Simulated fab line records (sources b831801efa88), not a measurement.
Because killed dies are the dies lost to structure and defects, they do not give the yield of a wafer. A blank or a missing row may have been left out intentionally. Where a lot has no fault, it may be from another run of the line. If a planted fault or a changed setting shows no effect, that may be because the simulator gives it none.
Split-lot study / flow gf180mcu / 23 wafers read from 5 lots, route of 602 steps

== ABOUT THE SPLIT ==
At GF_POLY_GATE_EXPOSE_07 (exposes mask Poly2, target cd 280 nm), the setting dose mj was moved away from the recipe's 28 on 6 of the 23 wafers read, by -5.8% to +3.1%. All remaining wafers had this setting at the recipe value.

== FROM THE SPLIT TO THE READING: what the file shows between them, 8 steps ==
- GF_POLY_GATE_PEB_08: peb time 90 s
- GF_POLY_GATE_DEVELOP_09: develop time 60 s
- GF_POLY_GATE_CD_MEAS_10: target cd 280 nm
- GF_POLY_GATE_ETCH_12: etches BARC in N2/H2
- GF_POLY_GATE_ETCH_13: etches poly-Si in HBr/Cl2, stops on SiO2, target depth 198.5 nm, time 69.6 s
- GF_POLY_GATE_STRIP_14: strips in O2/N2
- GF_POLY_GATE_CLEAN_15: cleans in SC1/SC2, time 150 s
- GF_POLY_GATE_OXIDATION_16: stabilise 600 s, purge 300 s, target thk 4 nm

== THE READING ==
cd nm, in nm, at GF_POLY_GATE_CD_MEAS_18. On this fab line, fault-free wafers typically give 279.5 nm with a standard deviation of 1.5 nm.

wafer=L074.1; tool, chamber at the split=krf scanner-01, 0; dose mj as run=28; against the recipe=recipe; cd nm, nm=279.4; against lot-mates on the recipe=-
wafer=L074.2; tool, chamber at the split=krf scanner-01, 0; dose mj as run=28; against the recipe=recipe; cd nm, nm=276.6; against lot-mates on the recipe=-
wafer=L074.3; tool, chamber at the split=krf scanner-01, 0; dose mj as run=28; against the recipe=recipe; cd nm, nm=281.6; against lot-mates on the recipe=-
wafer=L074.5; tool, chamber at the split=krf scanner-01, 0; dose mj as run=28.86; against the recipe=+3.1%; cd nm, nm=274.7; against lot-mates on the recipe=-4.5
wafer=L074.6; tool, chamber at the split=krf scanner-01, 0; dose mj as run=28.86; against the recipe=+3.1%; cd nm, nm=274.7; against lot-mates on the recipe=-4.5
wafer=L075.1; tool, chamber at the split=krf scanner-01, 0; dose mj as run=28; against the recipe=recipe; cd nm, nm=278.8; against lot-mates on the recipe=-
wafer=L075.2; tool, chamber at the split=krf scanner-01, 0; dose mj as run=28; against the recipe=recipe; cd nm, nm=277.6; against lot-mates on the recipe=-
wafer=L075.3; tool, chamber at the split=krf scanner-01, 0; dose mj as run=27.34; against the recipe=-2.4%; cd nm, nm=283.5; against lot-mates on the recipe=+4.7
wafer=L075.5; tool, chamber at the split=krf scanner-01, 0; dose mj as run=27.34; against the recipe=-2.4%; cd nm, nm=284.7; against lot-mates on the recipe=+5.9
wafer=L075.6; tool, chamber at the split=krf scanner-01, 0; dose mj as run=28; against the recipe=recipe; cd nm, nm=280.1; against lot-mates on the recipe=-
wafer=L076.1; tool, chamber at the split=krf scanner-01, 0; dose mj as run=28; against the recipe=recipe; cd nm, nm=277.8; against lot-mates on the recipe=-
wafer=L076.3; tool, chamber at the split=krf scanner-01, 0; dose mj as run=26.39; against the recipe=-5.8%; cd nm, nm=289.6; against lot-mates on the recipe=+11.1
wafer=L076.4; tool, chamber at the split=krf scanner-01, 0; dose mj as run=28; against the recipe=recipe; cd nm, nm=278.8; against lot-mates on the recipe=-
wafer=L076.5; tool, chamber at the split=krf scanner-01, 0; dose mj as run=26.39; against the recipe=-5.8%; cd nm, nm=287.0; against lot-mates on the recipe=+8.5
wafer=L076.6; tool, chamber at the split=krf scanner-01, 0; dose mj as run=28; against the recipe=recipe; cd nm, nm=278.8; against lot-mates on the recipe=-
wafer=L081.1; tool, chamber at the split=krf scanner-01, 0; dose mj as run=28; against the recipe=recipe; cd nm, nm=279.1; against lot-mates on the recipe=-
wafer=L081.2; tool, chamber at the split=krf scanner-01, 0; dose mj as run=28; against the recipe=recipe; cd nm, nm=281.1; against lot-mates on the recipe=-
wafer=L081.3; tool, chamber at the split=krf scanner-01, 0; dose mj as run=28; against the recipe=recipe; cd nm, nm=281.4; against lot-mates on the recipe=-
wafer=L081.4; tool, chamber at the split=krf scanner-01, 0; dose mj as run=28; against the recipe=recipe; cd nm, nm=280.6; against lot-mates on the recipe=-
wafer=L081.6; tool, chamber at the split=krf scanner-01, 0; dose mj as run=28; against the recipe=recipe; cd nm, nm=277.3; against lot-mates on the recipe=-
wafer=L084.1; tool, chamber at the split=krf scanner-01, 0; dose mj as run=28; against the recipe=recipe; cd nm, nm=278.8; against lot-mates on the recipe=-
wafer=L084.3; tool, chamber at the split=krf scanner-01, 0; dose mj as run=28; against the recipe=recipe; cd nm, nm=279.0; against lot-mates on the recipe=-
wafer=L084.4; tool, chamber at the split=krf scanner-01, 0; dose mj as run=28; against the recipe=recipe; cd nm, nm=280.3; against lot-mates on the recipe=-

THE FIT
A straight line over all 23 wafers: cd nm changes by -1.6 nm for each +1% of dose mj; r = -0.92; the points scatter about the line by 1.4 nm.
The same after taking each lot's own level away (the mean of its wafers on the recipe; 23 wafers): -1.7 nm for each +1%; r = -0.94; scatter 1.3 nm.
That fit puts the effect of the largest move of dose mj on the reading at 9.8 nm.
From 278.47 to 279.90 nm: that is the span of the lots' own levels, equal to 1.0 times the standard deviation above.
So the lot-to-lot level changes the slope little: the two slopes agree.
Check: +9.35 nm against its lot-mates is what the line predicts for one of the wafers moved furthest among these (-5.8%) when that wafer is left out of the fit. Against them it came out at +11.1 nm.

== OTHER SPLITS APPLIED TO THESE WAFERS ==
Note: prior to the reading, these wafers also went through further splits. Each is held against what the fit with the lots' levels taken away leaves over:
other split on the same wafers=GF_VT_IMPLANT_STRIP_31 platen temp c; wafers away from the commonest value=8; r with cd nm (lot level and that fit taken away)=-0.40
other split on the same wafers=GF_VT_IMPLANT_IMPLANT_41 energy kev; wafers away from the commonest value=5; r with cd nm (lot level and that fit taken away)=+0.20
other split on the same wafers=GF_DUAL_GATE_OXIDATION_02 ox time s; wafers away from the commonest value=10; r with cd nm (lot level and that fit taken away)=-0.11

== THE WHOLE CHAIN: every reading that the file lists as answering this split, in the file's order ==
step=GF_POLY_GATE_CD_MEAS_10; what it does=target cd 280 nm; reading=cd nm; change (the file's fit)=-1.54 nm for each +1% of the setting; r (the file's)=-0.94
step=GF_POLY_GATE_ETCH_12; what it does=etches BARC in N2/H2; reading=POLY_GATE.cd nm (the simulator's own value, which no gauge read); change (the file's fit)=-1.5 nm for each +1% of the setting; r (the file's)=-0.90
step=GF_POLY_GATE_ETCH_13; what it does=etches poly-Si in HBr/Cl2, stops on SiO2, target depth 198.5 nm, time 69.6 s; reading=POLY_GATE.cd nm (the simulator's own value, which no gauge read); change (the file's fit)=-1.73 nm for each +1% of the setting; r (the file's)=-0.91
step=GF_POLY_GATE_CD_MEAS_18; what it does=; reading=cd nm; change (the file's fit)=-1.72 nm for each +1% of the setting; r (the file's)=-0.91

== FILE'S OWN FIT ==
cd nm changes by -1.72 nm for each +1% of dose mj, r = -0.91.
